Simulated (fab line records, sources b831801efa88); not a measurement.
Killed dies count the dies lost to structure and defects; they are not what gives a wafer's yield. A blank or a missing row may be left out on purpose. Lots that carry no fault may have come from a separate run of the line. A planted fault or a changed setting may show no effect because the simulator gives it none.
Comparing a struck lot with a sound one + flow sky130 + 15 steps out of a route of 708
Sound: the wafers L843.2, L843.3, L843.4. Wafers struck: L851.2, L851.4, L851.6. At the end, the cause is stated.
At each step with rows: each side's tool, then ch and its chambers, then its first start. Under that, the readings that differ: sound wafers + struck wafers + difference of the means + sigmas: that difference in standard deviations of wafers without a fault.
alike: a reading whose means differ by less than 2 such deviations, as well as words and numbers matching on both sides. not compared: withheld readings; readings where some wafer has no value; bounds like >300 that might hide an equal value; numbers whose values overlap and for which the record gives no deviation.
A row with sigmas, a row that says differs or no value, or rows on one side alone: a step with any of these is where the two part. Numbers that have no deviation but don't overlap get no sigmas and don't part them. A reading that every wafer of one side lacks parts them only if that side has two wafers or more.

SKY_POLY_GATE_THK_MEAS_21:
  sound on film_metro-02, day 17 18:56; struck on film_metro-04, day 20 20:35
  alike: POLY_GATE_OXIDATION_THK
SKY_POLY_GATE_CD_MEAS_22:
  sound on cd_sem-02, day 17 19:01; struck on cd_sem-01, day 20 20:40
  alike: cd_nm
then, 7 steps without rows for these wafers: SKY_LDD_N_DEHYDRATE_00 (time 60 s); SKY_LDD_N_HMDS_01 (prime time 60 s); SKY_LDD_N_COAT_02 (resist thk 300 nm); SKY_LDD_N_SOFTBAKE_03 (time 60 s); SKY_LDD_N_EXPOSE_04 (exposes mask NTM, target cd 840 nm); SKY_LDD_N_PEB_05; SKY_LDD_N_DEVELOP_06 (develop time 60 s).
SKY_LDD_N_OVL_MEAS_07:
  sound on overlay-02, day 19 01:17; struck on overlay-01, day 22 02:56
  alike: LDD_N_OVL
then, 2 steps without rows for these wafers: SKY_LDD_N_IMPLANT_08; SKY_LDD_N_IMPLANT_09.
SKY_LDD_N_IMPLANT_10:
  sound on implanter-02 ch 0, day 19 01:39; struck on implanter-02 ch 0, day 22 03:18
| reading                | sound                | struck               | difference | sigmas      |
|------------------------|----------------------|----------------------|------------|-------------|
| rotation_deg (degrees) | 203.06 203.06 203.02 | 260.39 260.36 260.28 | +57.30     | +99 or more |
then, 1 step without rows for these wafers: SKY_LDD_N_IMPLANT_11.
-- a jump in the record: the struck wafers' starts before and after are 26 days apart (it breaks off in module LDD_N and resumes in module PAD_OPEN, where the first step shown is number 708 of the route) --
SKY_PAD_OPEN_PROBE_99:
  only the struck wafers here have rows in the record (prober-01, day 48 10:49); the sound ones have none

== WHERE THEY PART ==
At SKY_LDD_N_IMPLANT_10 first; at SKY_PAD_OPEN_PROBE_99 last (within this record only).

WHY: the cause the simulator had injected
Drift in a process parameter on implanter-02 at SKY_LDD_N_IMPLANT_10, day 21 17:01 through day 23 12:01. Setting rotation_deg, moved by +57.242, from 203. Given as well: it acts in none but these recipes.
